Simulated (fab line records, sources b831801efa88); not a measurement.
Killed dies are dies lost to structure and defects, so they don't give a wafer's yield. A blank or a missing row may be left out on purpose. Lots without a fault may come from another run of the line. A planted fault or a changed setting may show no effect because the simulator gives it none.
fab line records + flow gf180mcu + part 2 of 2: steps 27 to 38 of 38
record:
- lots: 5
- wafers: 15
- lastDay: 33
route steps=602 shown STI@14 DNWELL@32 NWELL@42
lots that met no fault: from a run of the same line without faults
startH: start of the lot's first displayed wafer, in hours after the record's first day + waitH: hours from the lot's prior step to this one + " the same as in the row above + L1.1+2: several wafers, shown together as one row + - no value present, or no start provided + * or withheld: withheld + < > ~ a bound
route shown NAME@n: names a module that has steps shown in the file, with the first one's number in the route + usual: mean and standard deviation over wafers with no fault + same: alike in all rows + chamber/n: place in a boat + sites: each site's reading + _std_site: standard deviation of those values + _edge_site: inner sites' mean taken away from outer sites' mean + radiusMm: for every site, how far away it sits from the centre of the wafer + mask NAME#n: copy n + behind: tool/chamber where the wafer was last shaped + hold: cause of the lot's hold/its duration in hours/its outcome + device: the n, p or np transistor that did not switch + end of line: the tests these same wafers got at the end of their route + a step given without rows: its recipe and nothing more + killed: count of dies lost to structure and defects at first sort (not the wafer's yield) + map: the dies of a wafer, with x for killed, . for not killed, _ for no die there
set.NAME: the setting that was run; set.NAME@STEP: the one run at that earlier step + model.NAME: the simulator's own value behind a step, which no gauge read
lots at selected steps of the route; one table per step, one row per wafer
services: the hour from which a tool's chamber was out of use, counted from the record's first day as startH (under 0 if before that day), plus the number of hours and why
== steps ==
step: GF_DNWELL_STRIP_08
recipe:
- chemistry: O2/N2
- powerW: 1400
- pressureMtorr: 1500
- platenTempC: 250
- o2FlowSccm: 3000
- n2FlowSccm: 300
- overashFraction: 0.5
usual:
- drypumpMotorCurrentA: 5.8/0.49
- heaterPowerW: 338/10
- n2FlowSccm: 300.0/0.9
- oesProductAu: 0.722/0.0052
- stripTimeToEndpointS: 36.97/0.1
| lot.wafer | tool           | chamber | startH | waitH | drypumpMotorCurrentA | heaterPowerW | n2FlowSccm | oesProductAu | rfHoursCounterH | stripTimeToEndpointS |
|-----------|----------------|---------|--------|-------|----------------------|--------------|------------|--------------|-----------------|----------------------|
| L083.3    | plasmaAsher-01 | 1       | 90.74  | 0.1   | 5.4                  | 331          | 301.6      | 0.732        | -               | 36.96                |
| L083.4    | "              | 0       | "      | "     | 5.5                  | 329          | 300.6      | 0.723        | -               | 37.01                |
| L083.6    | "              | 1       | "      | "     | 5.4                  | 335          | 301.5      | 0.720        | -               | 36.99                |
| L084.2    | plasmaAsher-02 | 0       | 95.41  | 0.1   | 5.3                  | 348          | 299.2      | 0.726        | 30              | 36.82                |
| L084.4    | "              | 0       | "      | "     | 5.4                  | 351          | 301.4      | 0.723        | -               | 36.84                |
| L084.6    | "              | 0       | "      | "     | 5.4                  | 353          | 300.1      | 0.726        | -               | 36.73                |
| L086.3    | plasmaAsher-02 | 0       | 106.59 | 0.1   | 5.4                  | 354          | 300.4      | 0.730        | -               | 36.91                |
| L086.4    | "              | 1       | "      | "     | 6.4                  | 344          | 300.0      | 0.728        | -               | 37.06                |
| L086.5    | "              | 0       | "      | "     | 5.4                  | 350          | 300.9      | 0.720        | -               | 37.04                |
| L090.1    | plasmaAsher-04 | 0       | 126.56 | 0.1   | 5.9                  | 327          | 301.4      | 0.723        | 1               | 36.97                |
| L090.2    | "              | 1       | "      | "     | 6.6                  | 335          | 298.3      | 0.718        | 1               | 36.91                |
| L090.4    | "              | 0       | "      | "     | 5.9                  | 333          | 301.2      | 0.719        | -               | 37.02                |
| L091.2    | plasmaAsher-02 | 1       | 132.85 | 0.1   | 6.4                  | 346          | 299.0      | 0.722        | 34              | 37.21                |
| L091.3    | "              | 1       | "      | "     | 6.4                  | 346          | 300.1      | 0.719        | -               | 37.09                |
| L091.5    | "              | 0       | "      | "     | 5.4                  | 350          | 300.8      | 0.719        | -               | 37.16                |
step: GF_DNWELL_TW_MEAS_09
usual:
- DNWELL_TW: 1339/19
| lot.wafer | tool         | chamber | startH | waitH | DNWELL_TW |
|-----------|--------------|---------|--------|-------|-----------|
| L083.3    | filmMetro-04 | -       | 90.83  | 0.1   | 1365      |
| L083.4    | "            | -       | "      | "     | 1363      |
| L083.6    | "            | -       | "      | "     | 1360      |
| L084.2    | filmMetro-02 | -       | 95.52  | 0.1   | 1319      |
| L084.4    | "            | -       | "      | "     | 1328      |
| L084.6    | "            | -       | "      | "     | 1328      |
| L086.3    | filmMetro-04 | -       | 106.68 | 0.1   | 1355      |
| L086.4    | "            | -       | "      | "     | 1356      |
| L086.5    | "            | -       | "      | "     | 1351      |
| L090.1    | filmMetro-04 | -       | 126.66 | 0.1   | 1359      |
| L090.2    | "            | -       | "      | "     | 1363      |
| L090.4    | "            | -       | "      | "     | 1371      |
| L091.2    | filmMetro-03 | -       | 132.96 | 0.1   | 1341      |
| L091.3    | "            | -       | "      | "     | 1340      |
| L091.5    | "            | -       | "      | "     | 1347      |
step: GF_NWELL_DEHYDRATE_00
recipe:
- tempC: 200
- timeS: 60
usual:
- heaterPowerTotalW: 160.38/0.13
same:
- timeS: 60
| lot.wafer | tool          | chamber | startH | waitH | heaterPowerTotalW |
|-----------|---------------|---------|--------|-------|-------------------|
| L083.3    | lithoTrack-03 | 0       | 97.61  | 6.8   | 160.31            |
| L083.4    | "             | 0       | "      | "     | 160.47            |
| L083.6    | "             | 0       | "      | "     | 160.20            |
| L084.2    | lithoTrack-01 | 0       | 102.02 | 6.5   | 160.38            |
| L084.4    | "             | 0       | "      | "     | 160.30            |
| L084.6    | "             | 0       | "      | "     | 160.50            |
| L086.3    | lithoTrack-02 | 0       | 113.61 | 6.9   | 160.50            |
| L086.4    | "             | 0       | "      | "     | 160.42            |
| L086.5    | "             | 0       | "      | "     | 160.22            |
| L090.1    | lithoTrack-02 | 0       | 133.36 | 6.7   | 160.51            |
| L090.2    | "             | 0       | "      | "     | 160.26            |
| L090.4    | "             | 0       | "      | "     | 160.63            |
| L091.2    | lithoTrack-03 | 0       | 139.78 | 6.8   | 160.41            |
| L091.3    | "             | 0       | "      | "     | 160.58            |
| L091.5    | "             | 0       | "      | "     | 160.59            |
step: GF_NWELL_HMDS_01
recipe:
- primeTimeS: 60
- primeTempC: 120
| lot.wafer  | tool          | chamber | startH | waitH |
|------------|---------------|---------|--------|-------|
| L083.3+4+6 | lithoTrack-03 | 0       | 97.76  | 0.1   |
| L084.2+4+6 | lithoTrack-01 | 0       | 102.17 | 0.1   |
| L086.3+4+5 | lithoTrack-02 | 0       | 113.76 | 0.1   |
| L090.1+2+4 | lithoTrack-02 | 0       | 133.51 | 0.1   |
| L091.2+3+5 | lithoTrack-03 | 0       | 139.93 | 0.1   |
step: GF_NWELL_COAT_02
recipe:
- spinRpm: 2000
- resistThkNm: 3000
| lot.wafer  | tool          | chamber | startH | waitH |
|------------|---------------|---------|--------|-------|
| L083.3+4+6 | lithoTrack-03 | 0       | 97.91  | 0.1   |
| L084.2+4+6 | lithoTrack-01 | 0       | 102.32 | 0.1   |
| L086.3+4+5 | lithoTrack-02 | 0       | 113.91 | 0.1   |
| L090.1+2+4 | lithoTrack-02 | 0       | 133.66 | 0.1   |
| L091.2+3+5 | lithoTrack-03 | 0       | 140.08 | 0.1   |
step: GF_NWELL_SOFTBAKE_03
recipe:
- tempC: 110
- timeS: withheld
usual:
- heaterPowerTotalW: 65.33/0.14
| lot.wafer | tool          | chamber | startH | waitH | heaterPowerTotalW |
|-----------|---------------|---------|--------|-------|-------------------|
| L083.3    | lithoTrack-03 | 0       | 98.08  | 0.1   | 65.50             |
| L083.4    | "             | 0       | "      | "     | 65.41             |
| L083.6    | "             | 0       | "      | "     | 65.19             |
| L084.2    | lithoTrack-01 | 0       | 102.48 | 0.1   | 65.52             |
| L084.4    | "             | 0       | "      | "     | 65.26             |
| L084.6    | "             | 0       | "      | "     | 65.37             |
| L086.3    | lithoTrack-02 | 0       | 114.07 | 0.1   | 65.31             |
| L086.4    | "             | 0       | "      | "     | 65.52             |
| L086.5    | "             | 0       | "      | "     | 65.11             |
| L090.1    | lithoTrack-02 | 0       | 133.81 | 0.1   | 65.30             |
| L090.2    | "             | 0       | "      | "     | 65.16             |
| L090.4    | "             | 0       | "      | "     | 65.53             |
| L091.2    | lithoTrack-03 | 0       | 140.24 | 0.1   | 65.35             |
| L091.3    | "             | 0       | "      | "     | 65.41             |
| L091.5    | "             | 0       | "      | "     | 65.42             |
step: GF_NWELL_EXPOSE_04
recipe:
- maskId: Nwell
- targetCdNm: 860
- na: 0.6
- sourceShape: conventional
- sigmaOuter: 0.6
- doseMj: 260
same:
- na: 0.6
| lot.wafer  | tool            | chamber | startH | waitH | mask    |
|------------|-----------------|---------|--------|-------|---------|
| L083.3+4+6 | ilineStepper-02 | 0       | -      | -     | Nwell#0 |
| L084.2+4+6 | ilineStepper-02 | 0       | -      | -     | Nwell#0 |
| L086.3+4+5 | ilineStepper-01 | 0       | -      | -     | Nwell#0 |
| L090.1+2+4 | ilineStepper-02 | 0       | -      | -     | Nwell#0 |
| L091.2+3+5 | ilineStepper-02 | 0       | -      | -     | Nwell#0 |
step: GF_NWELL_PEB_05
recipe:
- tempC: 115
- timeS: withheld
usual:
- heaterPowerTotalW: 69.33/0.13
| lot.wafer | tool          | chamber | startH | waitH | heaterPowerTotalW |
|-----------|---------------|---------|--------|-------|-------------------|
| L083.3    | lithoTrack-03 | 0       | -      | -     | 69.21             |
| L083.4    | "             | 0       | "      | "     | 69.06             |
| L083.6    | "             | 0       | "      | "     | 69.40             |
| L084.2    | lithoTrack-02 | 0       | -      | -     | 69.37             |
| L084.4    | "             | 0       | "      | "     | 69.29             |
| L084.6    | "             | 0       | "      | "     | 69.50             |
| L086.3    | lithoTrack-01 | 0       | -      | -     | 69.27             |
| L086.4    | "             | 0       | "      | "     | 69.19             |
| L086.5    | "             | 0       | "      | "     | 69.50             |
| L090.1    | lithoTrack-01 | 0       | -      | -     | 69.57             |
| L090.2    | "             | 0       | "      | "     | 69.49             |
| L090.4    | "             | 0       | "      | "     | 69.13             |
| L091.2    | lithoTrack-02 | 0       | -      | -     | 69.32             |
| L091.3    | "             | 0       | "      | "     | 69.54             |
| L091.5    | "             | 0       | "      | "     | 69.47             |
step: GF_NWELL_DEVELOP_06
recipe:
- wallAngleDeg: 90
- developTimeS: 60
- devTempC: 23
usual:
- developerTempC: 22.99/0.11
| lot.wafer | tool          | chamber | startH | waitH | developerTempC |
|-----------|---------------|---------|--------|-------|----------------|
| L083.3    | lithoTrack-03 | 0       | -      | -     | 22.99          |
| L083.4    | "             | 0       | "      | "     | 23.04          |
| L083.6    | "             | 0       | "      | "     | 23.04          |
| L084.2    | lithoTrack-02 | 0       | -      | -     | 23.01          |
| L084.4    | "             | 0       | "      | "     | 22.98          |
| L084.6    | "             | 0       | "      | "     | 22.93          |
| L086.3    | lithoTrack-01 | 0       | -      | -     | 22.92          |
| L086.4    | "             | 0       | "      | "     | 22.85          |
| L086.5    | "             | 0       | "      | "     | 23.03          |
| L090.1    | lithoTrack-01 | 0       | -      | -     | 22.88          |
| L090.2    | "             | 0       | "      | "     | 22.94          |
| L090.4    | "             | 0       | "      | "     | 23.14          |
| L091.2    | lithoTrack-02 | 0       | -      | -     | 23.00          |
| L091.3    | "             | 0       | "      | "     | 22.87          |
| L091.5    | "             | 0       | "      | "     | 23.04          |
step: GF_NWELL_OVL_MEAS_07
usual:
- NWELL_OVL: -0.6/1.4
| lot.wafer | tool       | chamber | startH | waitH | NWELL_OVL[nm] |
|-----------|------------|---------|--------|-------|---------------|
| L083.3    | overlay-02 | -       | 104.72 | -     | 1.6           |
| L083.4    | "          | -       | "      | "     | 0.2           |
| L083.6    | "          | -       | "      | "     | 1.4           |
| L084.2    | overlay-02 | -       | 109.26 | -     | 0.3           |
| L084.4    | "          | -       | "      | "     | 1.5           |
| L084.6    | "          | -       | "      | "     | 0.9           |
| L086.3    | overlay-02 | -       | 120.95 | -     | -0.4          |
| L086.4    | "          | -       | "      | "     | -1.1          |
| L086.5    | "          | -       | "      | "     | -0.2          |
| L090.1    | overlay-02 | -       | 141.64 | -     | -0.3          |
| L090.2    | "          | -       | "      | "     | 2.2           |
| L090.4    | "          | -       | "      | "     | 0.0           |
| L091.2    | overlay-02 | -       | 148.16 | -     | -0.8          |
| L091.3    | "          | -       | "      | "     | -1.6          |
| L091.5    | "          | -       | "      | "     | -1.5          |
step: GF_NWELL_IMPLANT_08
recipe:
- species: P
- energyKev: 450
- doseCm2: 1.5e+13
- tiltDeg: 0
| lot.wafer  | tool         | chamber | startH | waitH |
|------------|--------------|---------|--------|-------|
| L083.3+4+6 | implanter-02 | 0       | 104.80 | 0.1   |
| L084.2+4+6 | implanter-02 | 0       | 109.32 | 0.0   |
| L086.3+4+5 | implanter-02 | 0       | 121.03 | 0.1   |
| L090.1+2+4 | implanter-04 | 0       | 141.68 | 0.0   |
| L091.2+3+5 | implanter-04 | 0       | 148.22 | 0.0   |
step: GF_NWELL_IMPLANT_09
recipe:
- species: P
- energyKev: 160
- doseCm2: 4e+12
- tiltDeg: 0
| lot.wafer  | tool         | chamber | startH | waitH |
|------------|--------------|---------|--------|-------|
| L083.3+4+6 | implanter-02 | 0       | 104.95 | 0.1   |
| L084.2+4+6 | implanter-02 | 0       | 109.47 | 0.1   |
| L086.3+4+5 | implanter-02 | 0       | 121.18 | 0.1   |
| L090.1+2+4 | implanter-04 | 0       | 141.83 | 0.1   |
| L091.2+3+5 | implanter-04 | 0       | 148.37 | 0.1   |
== services ==
| tool            | chamber | startH | hours | kind                     |
|-----------------|---------|--------|-------|--------------------------|
| rieDiel-01      | -       | 49.45  | 2.2   | repair                   |
| cmp-01          | -       | 51.33  | 0.7   | repair                   |
| cmp-02          | -       | 52.87  | 8.4   | pm                       |
| rieDiel-01      | 3       | 58.21  | 3.9   | repair                   |
| furnace-01      | -       | 63.32  | 3.8   | pm                       |
| cmp-01          | -       | 64.00  | 4.0   | pm                       |
| lithoTrack-03   | -       | 66.05  | -     | consumableReplace:filter |
| ilineStepper-02 | 0       | 67.11  | -     | calibration              |
| implanter-03    | -       | 71.18  | 1.5   | repair                   |
| implanter-02    | -       | 74.96  | 3.8   | pm                       |
| cmp-01          | -       | 80.10  | 1.1   | repair                   |
| rieSi-01        | 0       | 86.53  | 28.8  | repair                   |
| implanter-02    | -       | 89.27  | 1.3   | repair                   |
| plasmaAsher-04  | -       | 108.75 | 9.0   | pm                       |
| implanter-02    | -       | 113.80 | 3.5   | repair                   |
| implanter-04    | -       | 119.20 | 3.9   | repair                   |
| cmp-01          | -       | 122.17 | 4.2   | repair                   |
| ilineStepper-01 | -       | 122.43 | 13.9  | repair                   |
| implanter-03    | -       | 129.00 | 6.6   | repair                   |
| ilineStepper-01 | -       | 131.92 | 3.8   | repair                   |
| ilineStepper-01 | -       | 137.50 | 10.2  | repair                   |
| cmp-02          | -       | 142.96 | 1.0   | repair                   |
| rieSi-01        | -       | 144.78 | 2.8   | pm                       |
| ilineStepper-01 | 0       | 146.70 | -     | calibration              |
